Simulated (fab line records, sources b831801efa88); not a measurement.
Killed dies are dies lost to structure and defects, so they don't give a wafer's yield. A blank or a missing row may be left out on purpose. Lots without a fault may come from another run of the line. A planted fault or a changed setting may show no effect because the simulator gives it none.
Split-lot experiment | flow sky130 | 5 lots, 23 wafers read, on a route of 708 steps

THE SPLIT
At SKY_METAL4_SPUTTER_00 (material Ti, target thk 15 nm, time 10 s), the setting time_s was moved away from the recipe's 10 s on 8 of the 23 wafers read, by -12.7% to +6.1%. The other wafers ran this setting at the recipe's value.

The reading is taken at the split's own step.

THE READING
Ti_of_METAL4_SPUTTER_00.thk_nm (the simulator's own value, which no gauge read), in nm, at SKY_METAL4_SPUTTER_00 (material Ti, target thk 15 nm, time 10 s). The file gives no usual value for it. The 15 wafers here that ran the recipe average 15.10 nm, standard deviation 0.18 nm.

wafer  | tool, chamber at the split | time_s as run, s | against the recipe | Ti_of_METAL4_SPUTTER_00.thk_nm, nm | against lot-mates on the recipe
L074.1 | pvd_sputter-03, -          | 9.288            | -7.1%              | 13.9                               | -1.26
L074.3 | pvd_sputter-03, -          | 9.288            | -7.1%              | 14.02                              | -1.14
L074.4 | pvd_sputter-03, -          | 9.288            | -7.1%              | 13.91                              | -1.25
L074.5 | pvd_sputter-03, -          | 10               | recipe             | 15.33                              | -
L074.6 | pvd_sputter-03, -          | 10               | recipe             | 14.98                              | -
L080.1 | pvd_sputter-03, -          | 10               | recipe             | 15.02                              | -
L080.2 | pvd_sputter-03, -          | 10               | recipe             | 14.78                              | -
L080.3 | pvd_sputter-03, -          | 10               | recipe             | 15.26                              | -
L080.4 | pvd_sputter-03, -          | 10               | recipe             | 15.22                              | -
L080.5 | pvd_sputter-03, -          | 10               | recipe             | 15.09                              | -
L081.1 | pvd_sputter-03, -          | 10               | recipe             | 15.45                              | -
L081.3 | pvd_sputter-03, -          | 10               | recipe             | 15.16                              | -
L081.6 | pvd_sputter-03, -          | 10               | recipe             | 15.3                               | -
L083.1 | pvd_sputter-02, -          | 10               | recipe             | 14.94                              | -
L083.2 | pvd_sputter-02, -          | 8.727            | -12.7%             | 12.88                              | -2.05
L083.3 | pvd_sputter-02, -          | 8.727            | -12.7%             | 13.16                              | -1.77
L083.4 | pvd_sputter-02, -          | 10               | recipe             | 14.93                              | -
L083.6 | pvd_sputter-02, -          | 8.727            | -12.7%             | 13.06                              | -1.87
L085.1 | pvd_sputter-02, -          | 10               | recipe             | 15.13                              | -
L085.2 | pvd_sputter-02, -          | 10               | recipe             | 15.03                              | -
L085.3 | pvd_sputter-02, -          | 10.61            | +6.1%              | 16.07                              | +1.07
L085.4 | pvd_sputter-02, -          | 10               | recipe             | 14.84                              | -
L085.5 | pvd_sputter-02, -          | 10.61            | +6.1%              | 15.98                              | +0.98

THE FIT
A straight line over all 23 wafers: Ti_of_METAL4_SPUTTER_00.thk_nm changes by +0.16 nm for each +1% of time_s; r = +0.98; the points scatter about the line by 0.16 nm.
The same after taking each lot's own level away (the mean of its wafers on the recipe; 23 wafers): +0.156 nm for each +1%; r = +0.99; scatter 0.14 nm.
On that fit, the largest move of time_s shifts the reading by 2 nm.
The lots' own levels span 14.935 to 15.303 nm, that is 2.0 times the standard deviation above.
So the lot-to-lot level changes the slope little: the two slopes agree.
Check: with one of the wafers moved furthest among these (-12.7%) left out of the fit, the line predicts -1.96 nm for it against its lot-mates. It came out at -2.05 nm against them.

OTHER SPLITS ON THESE WAFERS
These wafers also went through other splits before the reading. Each is held against what the fit with the lots' levels taken away leaves over:
other split on the same wafers     | wafers away from the commonest value | r with Ti_of_METAL4_SPUTTER_00.thk_nm (lot level and that fit taken away)
SKY_METAL3_EXPOSE_10 dose_mj       | 10                                   | +0.18
SKY_METAL3_ETCH_16 icp_w           | 7                                    | -0.47
SKY_VIA3_CMP_02 leave_above_ref_nm | 8                                    | -0.28
SKY_VIA3_ETCH_15 time_s            | 10                                   | -0.26

THE FILE'S OWN FIT
Ti_of_METAL4_SPUTTER_00.thk_nm changes by +0.156 nm for each +1% of time_s, r = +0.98.
